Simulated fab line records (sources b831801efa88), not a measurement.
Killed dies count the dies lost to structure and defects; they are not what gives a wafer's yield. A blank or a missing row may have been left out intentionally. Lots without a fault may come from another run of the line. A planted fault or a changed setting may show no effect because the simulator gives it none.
8D (eight disciplines) problem report, filled in by code | flow gf180mcu | the parts of the form that need people (team, actions taken, sign-off) are left out

== 1. THE PROBLEM ==
NSD_RS at GF_PSD_RS_MEAS_14 reads a mean of 44.82 ohm/sq on 3 wafers of 3 lots; wafers without a fault read 46.12 ohm/sq with a standard deviation of 0.086. That is -15 standard deviations from the usual mean.
The step: measures by four-point-probe.
The first sign was on wafer L176.4 at day 17 08:29, on film metro-01. The record holds 31 wafers of 11 lots with a number at this step. By rule, "out" or "out of limits" means more than 4 standard deviations away from the usual mean. All remaining wafers that have a number are taken as sound.

== 2. WHAT IT IS, WHAT IT ISN'T ==
question                    | is                           | is not
which readings at this step | NSD_RS                       | -
which lots                  | L176, L179, L181             | L168, L169, L170, L173, L183, L185, L188, L190
which wafers of those lots  | L176.4, L179.3, L181.4       | L176.6, L179.5, L181.1, L181.2
read on which gauges        | film metro-01, film metro-03 | film metro-04
when                        | from day 17 08:29            | up to then (13 sound wafers); but 15 sound wafers of L179, L181, L183, L185, L188, L190 came after

== 3. WHAT RULES OUT EACH SUSPECT ==
Counting: if a tool at a process step up to the reading ran every lot that is out, it stays a suspect. Sound lots after the first of them don't rule it out here, since some wafers of a struck lot are sound.
- the gauge at GF_PSD_RS_MEAS_14 is ruled out. Those wafers that are out were read across 2 gauges (film metro-01, film metro-03).
- plasma asher-04 at GF_NWELL_STRIP_10 (strips in O2/N2): kept. It processed each lot that is out (first: L176, day 5 06:53); up to then, its last sound lot is L168 (day 3 08:30).
- implanter-04 at GF_NSD_IMPLANT_09: kept. It ran every lot that is out, first L176 (day 16 08:35). Its own readings are out on those wafers: beam on s, faraday current uA.
The count leaves implanter-04 at GF_NSD_IMPLANT_09 and plasma asher-04 at GF_NWELL_STRIP_10.

== 4. THE CAUSE (what the simulator had put in) ==
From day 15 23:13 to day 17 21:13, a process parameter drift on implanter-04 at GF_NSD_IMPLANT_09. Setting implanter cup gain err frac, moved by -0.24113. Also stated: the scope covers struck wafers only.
Counting left 2 suspects, and this tool is among them.

== 5. SEQUENCE OF EFFECTS, ordered by route ==
One row per reading whose mean, taken over the struck wafers that have a number, lies over 3 standard deviations from the usual. Readings are gone through only where the record gives a usual standard deviation; hours: the median, over the lots, of the time from a lot's start at the first step in this table giving one to that lot's start at this step; sigmas: the change measured in usual standard deviations.
hours | step              | reading                  | usual        | on struck wafers | change | sigmas
0     | GF_NSD_IMPLANT_09 | beam on s                | 17.5 s       | 25.5             | +8.0   | +7.2
0     | GF_NSD_IMPLANT_09 | faraday current uA       | 12521        | 8635             | -3886  | -5.5
0     | GF_NSD_STRIP_11   | strip time to endpoint s | 22.97 s      | 23.76            | +0.79  | +22
24    | GF_PSD_RS_MEAS_14 | NSD_RS                   | 46.12 ohm/sq | 44.82            | -1.30  | -15
It contains these process steps:
- GF_NSD_IMPLANT_09
- GF_NSD_STRIP_11: strips in O2/N2.

== 6. HOW IT WOULD HAVE BEEN CAUGHT EARLIER ==
In this record the first reading out of limits at a measuring or inspecting step was taken at day 17 08:29, 33 hours after the fault began at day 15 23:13.
At GF_NSD_IMPLANT_09, the tool's own readings (beam on s, faraday current uA) were out on each struck wafer the step has a row for, so an alarm limit on them would have fired on the first such wafer.
L181, from the lots that are out (3), started GF_NSD_IMPLANT_09 on implanter-04 later than day 17 08:29. A hold on the tool at that time would have spared it.
